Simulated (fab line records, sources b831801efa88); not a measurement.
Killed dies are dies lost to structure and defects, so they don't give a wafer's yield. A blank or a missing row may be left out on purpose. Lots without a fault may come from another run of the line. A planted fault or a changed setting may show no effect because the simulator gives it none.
Which tool did it? | flow gf180mcu | 13 lots, 39 wafers sampled, at 6 steps of a route of 602

WHAT THE GAUGES READ, wafer by wafer
GF_VT_IMPLANT_TW_MEAS_21. Usual: VT_IMPLANT_2_TW 1216, standard deviation 10.
lot  | measured     | on            | VT_IMPLANT_2_TW | flag
L760 | day 6 07:39  | film_metro-04 | 1204 1209 1203  |
L761 | day 6 13:07  | film_metro-02 | 1226 1230 1227  |
L763 | day 7 02:48  | film_metro-04 | 1209 1209 1209  |
L765 | day 7 13:40  | film_metro-04 | 1209 1212 1209  |
L768 | day 8 09:33  | film_metro-01 | 1212 1214 1212  |
L769 | day 8 13:41  | film_metro-01 | 1211 1213 1222  |
L775 | day 10 02:53 | film_metro-04 | 1216 1220 1213  |
L776 | day 10 11:11 | film_metro-01 | 1222 1216 1216  |
L777 | day 10 19:45 | film_metro-04 | 1213 1211 1214  |
L778 | day 10 23:12 | film_metro-02 | 1231 1239 1240  |
L779 | day 11 07:55 | film_metro-02 | 1234 1239 1232  |
L781 | day 11 17:24 | film_metro-04 | 1205 1207 1206  |
L782 | day 12 01:15 | film_metro-01 | 1220 1211 1224  |

GF_HV_LDD_TW_MEAS_38. Usual: HV_LDD_3_TW 1425, standard deviation 9.4.
lot  | measured     | on            | HV_LDD_3_TW    | flag
L760 | day 11 17:04 | film_metro-01 | 1438 1432 1433 |
L761 | day 11 23:23 | film_metro-04 | 1429 1422 1434 |
L763 | day 12 13:55 | film_metro-03 | 1417 1427 1418 |
L765 | day 13 06:25 | film_metro-04 | 1528 1526 1531 | OFF
L768 | day 14 04:43 | film_metro-03 | 1513 1511 1514 | OFF
L769 | day 14 09:43 | film_metro-04 | 1437 1431 1431 |
L775 | day 16 10:12 | film_metro-03 | 1415 1424 1414 |
L776 | day 16 21:28 | film_metro-04 | 1423 1436 1431 |
L777 | day 17 07:07 | film_metro-01 | 1445 1443 1441 |
L778 | day 17 10:01 | film_metro-03 | 1423 1414 1421 |
L779 | day 17 20:26 | film_metro-03 | 1416 1422 1419 |
L781 | day 18 10:26 | film_metro-04 | 1425 1426 1425 |
L782 | day 18 18:07 | film_metro-04 | 1426 1429 1427 |

GF_HV_LDD_RS_MEAS_53: measures by four-point-probe. Usual: HV_LDD_RS 418.5 ohm/sq, standard deviation 0.9.
lot  | measured     | on            | HV_LDD_RS (ohm/sq) | flag
L760 | day 12 13:01 | film_metro-03 | 416.9 416.8 417.9  |
L761 | day 12 18:37 | film_metro-03 | 418.1 419.2 419.9  |
L763 | day 13 10:14 | film_metro-03 | 417.4 418.3 419.2  |
L765 | day 14 03:25 | film_metro-03 | 402.8 401.2 401.8  | OFF
L768 | day 15 02:25 | film_metro-04 | 401.0 401.6 401.2  | OFF
L769 | day 15 07:47 | film_metro-03 | 417.7 417.0 417.2  |
L775 | day 17 09:29 | film_metro-01 | 419.0 417.7 417.7  |
L776 | day 17 21:32 | film_metro-01 | 418.5 419.0 419.7  |
L777 | day 18 06:42 | film_metro-01 | 420.2 419.4 420.4  |
L778 | day 18 10:04 | film_metro-04 | 417.5 418.2 419.0  |
L779 | day 18 19:52 | film_metro-01 | 419.5 418.1 418.4  |
L781 | day 19 10:59 | film_metro-04 | 419.0 419.4 419.7  |
L782 | day 19 19:04 | film_metro-01 | 418.8 417.8 418.1  |

GF_SALICIDE_THK_MEAS_05: measures by xrf. Usual: SALICIDE_TIN_THK 19.7 nm, standard deviation 0.33.
lot  | measured     | on            | SALICIDE_TIN_THK (nm) | flag
L760 | day 15 07:05 | film_metro-02 | 20.0 19.5 19.6        |
L761 | day 15 12:27 | film_metro-02 | 19.7 19.8 19.4        |
L763 | day 16 06:20 | film_metro-03 | 19.8 19.5 19.2        |
L765 | day 17 01:32 | film_metro-02 | 20.1 20.2 20.1        |
L768 | day 18 03:22 | film_metro-04 | 20.1 20.0 20.0        |
L769 | day 18 08:43 | film_metro-03 | 20.2 19.8 19.9        |
L775 | day 20 13:20 | film_metro-02 | 19.4 19.6 19.5        |
L776 | day 21 03:47 | film_metro-02 | 20.4 20.3 20.4        |
L777 | day 21 12:32 | film_metro-04 | 20.0 20.0 20.2        |
L778 | day 21 14:32 | film_metro-03 | 19.4 19.5 19.1        |
L779 | day 22 01:07 | film_metro-02 | 19.7 20.2 19.2        |
L781 | day 22 15:42 | film_metro-02 | 19.4 19.6 19.2        |
L782 | day 22 22:13 | film_metro-02 | 19.5 19.4 19.6        |

WHICH TOOL RAN EACH LOT (tool, then ch and the chambers of the sampled wafers, then the start)
lot  | GF_HV_LDD_IMPLANT_36            | GF_SALICIDE_SPUTTER_03
L760 | implanter-02 ch 0, day 11 16:50 | pvd_sputter-03, day 15 06:56
L761 | implanter-02 ch 0, day 11 23:08 | pvd_sputter-02, day 15 12:18
L763 | implanter-02 ch 0, day 12 13:40 | pvd_sputter-04, day 16 06:11
L765 | implanter-02 ch 0, day 13 06:11 | pvd_sputter-03, day 17 01:23
L768 | implanter-02 ch 0, day 14 04:28 | pvd_sputter-02, day 18 03:14
L769 | implanter-04 ch 0, day 14 09:28 | pvd_sputter-03, day 18 08:35
L775 | implanter-04 ch 0, day 16 09:57 | pvd_sputter-02, day 20 13:11
L776 | implanter-02 ch 0, day 16 21:13 | pvd_sputter-03, day 21 03:38
L777 | implanter-02 ch 0, day 17 06:53 | pvd_sputter-04, day 21 12:23
L778 | implanter-01 ch 0, day 17 09:47 | pvd_sputter-02, day 21 14:23
L779 | implanter-01 ch 0, day 17 20:14 | pvd_sputter-02, day 22 00:56
L781 | implanter-02 ch 0, day 18 10:11 | pvd_sputter-02, day 22 15:34
L782 | implanter-04 ch 0, day 18 17:53 | pvd_sputter-02, day 22 22:04
- GF_HV_LDD_IMPLANT_36
- GF_SALICIDE_SPUTTER_03: material TiN, target thk 20 nm, time 16.7 s.

WHAT THE TOOLS THEMSELVES READ (means of the sampled wafers that have a number; where no wafer has one, the mark that the record gives instead)
GF_HV_LDD_IMPLANT_36. Usual: dose_ions_cm2 7.502e+12, standard deviation 7.5e+09; faraday_current_uA 42.4, standard deviation 0.87.
lot  | tool         | dose_ions_cm2 | faraday_current_uA | flag
L760 | implanter-02 | 7.498e+12     | 42.9               |
L761 | implanter-02 | 7.498e+12     | 42.6               |
L763 | implanter-02 | 7.499e+12     | 41.9               |
L765 | implanter-02 | 1.431e+13     | 80.4               | OFF
L768 | implanter-02 | 1.430e+13     | 81.5               | OFF
L769 | implanter-04 | 7.502e+12     | 42.0               |
L775 | implanter-04 | 7.493e+12     | 42.4               |
L776 | implanter-02 | 7.502e+12     | 42.3               |
L777 | implanter-02 | 7.507e+12     | 41.9               |
L778 | implanter-01 | 7.506e+12     | 41.9               |
L779 | implanter-01 | 7.507e+12     | 42.6               |
L781 | implanter-02 | 7.497e+12     | 42.5               |
L782 | implanter-04 | 7.514e+12     | 42.2               |

GF_SALICIDE_SPUTTER_03. Usual: throttle_valve_pct 30.3 %, standard deviation 0.94.
lot  | tool           | throttle_valve_pct (%) | flag
L760 | pvd_sputter-03 | 30.0                   |
L761 | pvd_sputter-02 | 30.4                   |
L763 | pvd_sputter-04 | 30.5                   |
L765 | pvd_sputter-03 | 30.1                   |
L768 | pvd_sputter-02 | 30.2                   |
L769 | pvd_sputter-03 | 30.2                   |
L775 | pvd_sputter-02 | 30.6                   |
L776 | pvd_sputter-03 | 30.2                   |
L777 | pvd_sputter-04 | 29.3                   |
L778 | pvd_sputter-02 | 30.2                   |
L779 | pvd_sputter-02 | 30.4                   |
L781 | pvd_sputter-02 | 30.5                   |
L782 | pvd_sputter-02 | 30.3                   |

THE ANSWER, worked out from the rows above alone
Rule: a lot is off if the mean of its wafers that have a number lies more than 3 standard deviations from the usual mean. A lot without any number at a reading at which 4 lots or more have one is off too. The other lots that the step has rows for count as sound. The gauges are gone through in route order, then the tools' own readings, and for those a lot's mean is taken as printed above. The first step at which some lot is off is used, and at that step the reading that is off furthest; a lot without a number counts as furthest.
Off: L765, L768, at GF_HV_LDD_TW_MEAS_38 (HV_LDD_3_TW).
A tool fits if, at a process step before that reading, it ran every lot that is off, and no sound lot after the first of them. The gauges at GF_HV_LDD_TW_MEAS_38 aren't tried: what is off there is off at GF_HV_LDD_IMPLANT_36 too, on other tools, and a gauge's error can't cause that. None of those tried fits.

WHAT THE SIMULATOR HAD PUT IN
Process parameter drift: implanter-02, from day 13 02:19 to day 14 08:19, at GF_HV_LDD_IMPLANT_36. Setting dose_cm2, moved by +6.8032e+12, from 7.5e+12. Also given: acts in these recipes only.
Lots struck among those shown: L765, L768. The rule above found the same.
